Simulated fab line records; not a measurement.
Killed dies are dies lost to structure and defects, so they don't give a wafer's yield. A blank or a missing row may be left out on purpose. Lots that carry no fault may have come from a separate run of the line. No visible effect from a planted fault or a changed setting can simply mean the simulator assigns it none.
Which tool is to blame? | flow gf180mcu | 7 lots, 21 wafers sampled, at 1 step of a route of 602

== WHAT THE GAUGES SHOWED, per wafer ==
GF_STI_BOW_MEAS_00.
lot  | measured    | on            | INCOMING_BOW (um)
L772 | day 1 15:00 | film_metro-03 | -10 4 -5
L774 | day 2 01:02 | film_metro-03 | -4 2 -4
L776 | day 2 11:00 | film_metro-02 | -5 11 -6
L781 | day 3 12:01 | film_metro-03 | 9 -5 -8
L784 | day 4 03:02 | film_metro-02 | -8 4 2
L787 | day 4 18:00 | film_metro-04 | 6 5 -5
L794 | day 6 05:00 | film_metro-04 | -8 -7 8

== TOOL THAT RAN EACH LOT (tool first, then ch and the chambers of the sampled wafers, then the start) ==
Record: no process step prior to these readings.

== THE ANSWER, worked out from the rows above alone ==
Rule: usual is defined by the lots themselves. Put in order of their means at a reading, lots are off if they are a third of the lots or fewer, leave a main group of 4 or more, and stand apart from it by a gap of 3 or more times the standard deviation of the main group's means; of several such gaps the widest counts. A main group whose means are all the same, to the digits that the tables above print for the reading, isn't used. A lot without any number at a reading at which 4 lots or more have one is off too. Any other lot the step has rows for is counted as sound.
No lot is off at any reading shown: from this, nothing can be told.

== WHAT WAS PUT IN BY THE SIMULATOR ==
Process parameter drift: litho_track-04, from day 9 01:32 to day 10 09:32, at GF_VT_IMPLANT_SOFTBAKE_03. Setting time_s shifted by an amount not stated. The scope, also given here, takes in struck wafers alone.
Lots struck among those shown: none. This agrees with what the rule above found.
